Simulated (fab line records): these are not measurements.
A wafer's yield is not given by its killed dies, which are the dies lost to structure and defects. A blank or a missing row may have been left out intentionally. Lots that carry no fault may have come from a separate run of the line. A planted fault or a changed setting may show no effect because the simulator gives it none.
2 desks looking at one fault	flow sky130	what lay behind the numbers comes last; until then each desk has only its own

== TOOL OWNER'S DESK, rtpAnneal-01 ==
The tool's own readings at SKY_SD_N_RTA_14 (time 2 s): means of the sampled wafers that have a number, for each lot that ran on this tool. Any lot whose mean is over 4 standard deviations away from the usual mean is out of limits and marked OUT; that distance is given in the brackets.
Columns: A = lampPowerPct at SKY_SD_N_RTA_14, usual 15.74 %; B = wafer_temp_C_max at SKY_SD_N_RTA_14, usual 1078.1
lot	first seen here	A	B
L457	day 28 15:20	15.76	1077.9
L461	day 29 19:58	15.79	1077.2
L463	day 30 19:25	15.77	1077.3
L465	day 31 08:19	15.77	1079.3
L467	day 32 02:58	15.71	1078.1
L470	day 33 14:25	15.83	1089.7 (+7.8) OUT
L472	day 34 08:39	15.86	1088.0 (+6.6) OUT
Finding of this desk: L470, L472 out of limits; the first was L470 at day 33 14:25, on wafer_temp_C_max at SKY_SD_N_RTA_14. In limits: L457, L461, L463, L465, L467.

== THE METROLOGY DESK ==
What the gauges read, lot by lot, whatever tool the lot ran on: means of the sampled wafers that have a number. Any lot whose mean is over 4 standard deviations away from the usual mean is out of limits and marked OUT; that distance is given in the brackets.
Columns: A = SD_P_TW at SKY_SD_P_TW_MEAS_11, usual 2807; B = SD_N_OVL at SKY_SD_N_OVL_MEAS_08, usual 0.6 nm; C = SD_N_RS at SKY_SD_N_RS_MEAS_16, usual 68.54 ohm/sq; D = SD_P_RS at SKY_SD_N_RS_MEAS_17, usual 147.0 ohm/sq
lot	first seen here	A	B	C	D
L456	day 25 17:35	2788	0.7	68.63	146.9
L457	day 26 04:50	2802	-0.4	68.70	147.3
L458	day 26 10:16	2852	0.6	68.58	147.0
L460	day 27 09:27	2833	2.2	68.71	147.7
L461	day 27 10:17	2779	0.6	68.47	146.7
L462	day 27 22:27	2785	1.0	68.39	146.8
L463	day 28 10:34	2795	-1.2	68.38	146.8
L465	day 29 00:44	2798	3.1	68.40	146.8
L467	day 29 19:43	2785	1.4	68.57	146.8
L468	day 30 05:54	2805	-0.7	68.58	147.1
L470	day 31 07:28	2782	0.1	66.81 (-13) OUT	138.2 (-21) OUT
L472	day 32 02:24	2835	-0.0	66.65 (-15) OUT	137.6 (-23) OUT
This desk's finding: out of limits on L470, L472; first on L470, day 33 14:37 (SD_N_RS at SKY_SD_N_RS_MEAS_16). In limits: L456, L457, L458, L460, L461, L462, L463, L465, L467, L468.

== ALL TOGETHER ==
The tool owner's desk could have raised an alarm at day 33 14:25, on L470, L472.
Metrology desk: alarm possible at day 33 14:37 on L470, L472.
The lots listed all ran SKY_SD_N_RTA_14 on rtpAnneal-01.

== WHAT WAS PUT IN BY THE SIMULATOR ==
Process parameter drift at SKY_SD_N_RTA_14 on rtpAnneal-01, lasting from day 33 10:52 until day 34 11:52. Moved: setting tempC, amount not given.
Struck lots among those shown: L470, L472.
Counting hours from when the fault started, the first reading out of limits came at 4 for the tool owner's desk and at 4 for the metrology desk.
